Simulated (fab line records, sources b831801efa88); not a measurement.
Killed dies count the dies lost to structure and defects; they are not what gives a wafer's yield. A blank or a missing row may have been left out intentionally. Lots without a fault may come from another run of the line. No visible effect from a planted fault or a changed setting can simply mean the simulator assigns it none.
The tool behind it: which one? -- flow sfq-line -- 14 lots with 42 wafers sampled at 4 steps, on a route of 325 steps

WHAT EACH GAUGE READ, for each wafer
The record holds no reading of a measuring or inspecting step that can be judged against a usual standard deviation.

EACH LOT AND THE TOOL THAT RAN IT (in order: tool; ch and the chambers of the sampled wafers; start)
lot,SFQ_TRILAYER_M2_BARC_OPEN_METAL_ETCH_077,SFQ_TRILAYER_I2_DEP_PECVD_063,SFQ_TRILAYER_I2_VIA_BARC_OPEN_VIA_ETCH_096,SFQ_TRILAYER_M4_DEP_SPUTTER_091
L938,"rie-metal-04 ch 0,1, day 29 22:11","pecvd-01 ch 0,1, day 29 23:10","rie-diel-02 ch 2,3, day 36 10:29","pvd-sputter-04, day 43 02:38"
L939,"rie-metal-01 ch 0,1, day 32 10:19","pecvd-01 ch 1,2, day 32 11:17","rie-diel-04 ch 1,3, day 39 01:07","pvd-sputter-05, day 45 14:38"
L940,"rie-metal-02 ch 0,1, day 32 12:44","pecvd-04 ch 0,2, day 32 13:43","rie-diel-01 ch 0,3, day 39 03:31","pvd-sputter-06, day 45 18:14"
L941,"rie-metal-04 ch 0,1, day 32 13:56","pecvd-03 ch 0,1,2, day 32 14:53","rie-diel-04 ch 0,3, day 39 05:55","pvd-sputter-05, day 45 19:38"
L944,"rie-metal-01 ch 0,1, day 33 10:19","pecvd-03 ch 1,2, day 33 11:17","rie-diel-04 ch 0,1,2, day 39 23:55","pvd-sputter-04, day 50 12:30"
L946,"rie-metal-01 ch 0,1, day 34 13:55","pecvd-04 ch 0,1, day 34 14:53","rie-diel-02 ch 2,3, day 40 23:22","pvd-sputter-06, day 50 20:54"
L947,"rie-metal-04 ch 0,1, day 34 15:08","pecvd-03 ch 1,2, day 34 16:05","rie-diel-01 ch 0,1,3, day 41 00:20","pvd-sputter-04, day 50 22:06"
L950,"rie-metal-04 ch 0,1, day 35 04:15","pecvd-01 ch 0,1,2, day 35 05:14","rie-diel-01 ch 0,2,3, day 41 18:20","pvd-sputter-04, day 51 08:54"
L951,"rie-metal-04 ch 0,1, day 35 15:02","pecvd-04 ch 0,1,2, day 35 15:59","rie-diel-04 ch 0,2,3, day 42 02:44","pvd-sputter-05, day 51 10:06"
L953,"rie-metal-04 ch 1, day 36 11:36","pecvd-03 ch 0,1,2, day 36 13:20","rie-diel-04 ch 0,2,3, day 43 00:28","pvd-sputter-05, day 51 19:42"
L957,"rie-metal-02 ch 0,1, day 44 17:17","pecvd-01 ch 0,2, day 44 18:14","rie-diel-04 ch 0,2,3, day 49 17:32","pvd-sputter-06, day 58 11:52"
L958,"rie-metal-01 ch 0,1, day 45 00:28","pecvd-01 ch 0,1,2, day 45 01:26","rie-diel-04 ch 2,3, day 49 22:20","pvd-sputter-05, day 58 21:25"
L960,"rie-metal-01 ch 0,1, day 45 19:40","pecvd-03 ch 1,2, day 45 20:38","rie-diel-01 ch 1,2, day 50 07:56","pvd-sputter-06, day 59 10:38"
L961,"rie-metal-02 ch 0,1, day 46 07:46","pecvd-04 ch 1,2, day 46 08:44","rie-diel-02 ch 0,1,2, day 50 12:44","pvd-sputter-04, day 59 17:13"
- SFQ_TRILAYER_M2_BARC_OPEN_METAL_ETCH_077: etches BARC in O2, target depth 125 nm, time 41.7 s.
- SFQ_TRILAYER_I2_DEP_PECVD_063: deposits SiO2 from SiH4/N2O, time 111.11 s, target thk 500 nm.
- SFQ_TRILAYER_I2_VIA_BARC_OPEN_VIA_ETCH_096: etches BARC in O2, target depth 125 nm, time 41.7 s.
- SFQ_TRILAYER_M4_DEP_SPUTTER_091: material Nb, target thk 200 nm, time 133.3 s.

AS READ BY THE TOOLS THEMSELVES (means over the sampled wafers that have a number; for cases with no such wafer, the mark the record gives instead)
SFQ_TRILAYER_M2_BARC_OPEN_METAL_ETCH_077.
lot,tool,drypump-motor-current-A (A),oes-product-au (a.u.),run-length-s (s)
L938,rie-metal-04,5.85,0.684,69.6
L939,rie-metal-01,5.59,0.684,70.4
L940,rie-metal-02,5.49,0.686,69.9
L941,rie-metal-04,5.88,0.690,69.6
L944,rie-metal-01,5.61,0.719,67.6
L946,rie-metal-01,5.59,0.728,67.7
L947,rie-metal-04,5.89,0.689,69.5
L950,rie-metal-04,5.88,0.685,69.3
L951,rie-metal-04,5.85,0.681,69.7
L953,rie-metal-04,5.94,0.685,69.5
L957,rie-metal-02,5.60,0.691,69.9
L958,rie-metal-01,5.61,0.683,70.1
L960,rie-metal-01,5.59,0.687,70.4
L961,rie-metal-02,5.59,0.688,69.9

SFQ_TRILAYER_I2_DEP_PECVD_063.
lot,tool,heater-power-w (W),throttle-valve-pct (%)
L938,pecvd-01,87,26.2
L939,pecvd-01,74,25.2
L940,pecvd-04,77,25.5
L941,pecvd-03,76,23.8
L944,pecvd-03,73,24.3
L946,pecvd-04,95,25.4
L947,pecvd-03,72,24.4
L950,pecvd-01,79,25.5
L951,pecvd-04,87,25.8
L953,pecvd-03,77,24.0
L957,pecvd-01,80,22.6
L958,pecvd-01,82,22.4
L960,pecvd-03,78,24.7
L961,pecvd-04,99,25.4

SFQ_TRILAYER_I2_VIA_BARC_OPEN_VIA_ETCH_096.
lot,tool,drypump-motor-current-A (A),oes-product-au (a.u.),run-length-s (s)
L938,rie-diel-02,5.4,0.680,70.1
L939,rie-diel-04,5.7,0.685,70.0
L940,rie-diel-01,6.3,0.686,69.8
L941,rie-diel-04,5.8,0.685,70.1
L944,rie-diel-04,5.4,0.688,69.9
L946,rie-diel-02,5.5,0.681,69.9
L947,rie-diel-01,5.6,0.685,70.2
L950,rie-diel-01,6.2,0.685,70.0
L951,rie-diel-04,5.8,0.687,70.3
L953,rie-diel-04,5.9,0.687,70.0
L957,rie-diel-04,5.8,0.687,70.1
L958,rie-diel-04,6.2,0.680,70.3
L960,rie-diel-01,5.4,0.687,70.2
L961,rie-diel-02,5.4,0.686,70.1

SFQ_TRILAYER_M4_DEP_SPUTTER_091.
lot,tool,cathode-dc-power-W (W),chamber-pressure-pa (Pa),substrate-temp-c (C),throttle-valve-pct (%)
L938,pvd-sputter-04,2000.0,0.1334,20.08,28.6
L939,pvd-sputter-05,2000.2,0.1334,20.11,29.9
L940,pvd-sputter-06,2000.0,0.1332,20.05,30.8
L941,pvd-sputter-05,1999.9,0.1335,20.02,29.0
L944,pvd-sputter-04,2000.2,0.1333,19.96,29.6
L946,pvd-sputter-06,2000.0,0.1335,19.94,30.9
L947,pvd-sputter-04,1999.8,0.1332,19.96,28.4
L950,pvd-sputter-04,2000.1,0.1330,20.08,29.2
L951,pvd-sputter-05,2000.5,0.1333,20.06,29.3
L953,pvd-sputter-05,1999.7,0.1335,20.08,29.4
L957,pvd-sputter-06,1999.9,0.1332,19.98,30.6
L958,pvd-sputter-05,1999.9,0.1333,19.98,30.2
L960,pvd-sputter-06,2000.1,0.1331,20.08,30.6
L961,pvd-sputter-04,2000.4,0.1333,20.15,28.7

THE ANSWER, worked out from the rows above alone
Rule: the lots themselves supply what counts as usual. The widest of any qualifying gaps counts: lots, ordered by their means at a reading, are off when they make up no more than a third of the lots, leave a main group of 4 or more, and stand apart from it by 3 or more times the standard deviation of that group's means. Not used: any main group whose means are identical at the precision the tables above print for the reading. A lot without any number at a reading at which 4 lots or more have one is off too. Where the step has rows for the other lots, those lots are counted as sound. Order of review: gauges by route order, followed by the tools' own readings, for which a lot's mean as printed above is used. The first step at which some lot is off is used, and at that step the reading that is off furthest; a lot without a number counts as furthest.
Off at SFQ_TRILAYER_M2_BARC_OPEN_METAL_ETCH_077 (oes-product-au): L944, L946. Main group: mean 0.686 a.u., sd 0.0029.
A tool fits if, at that step or a process step before it, it ran every lot that is off, and no sound lot after the first of them. No candidate that was tried fits.

WHAT WAS PUT IN BY THE SIMULATOR
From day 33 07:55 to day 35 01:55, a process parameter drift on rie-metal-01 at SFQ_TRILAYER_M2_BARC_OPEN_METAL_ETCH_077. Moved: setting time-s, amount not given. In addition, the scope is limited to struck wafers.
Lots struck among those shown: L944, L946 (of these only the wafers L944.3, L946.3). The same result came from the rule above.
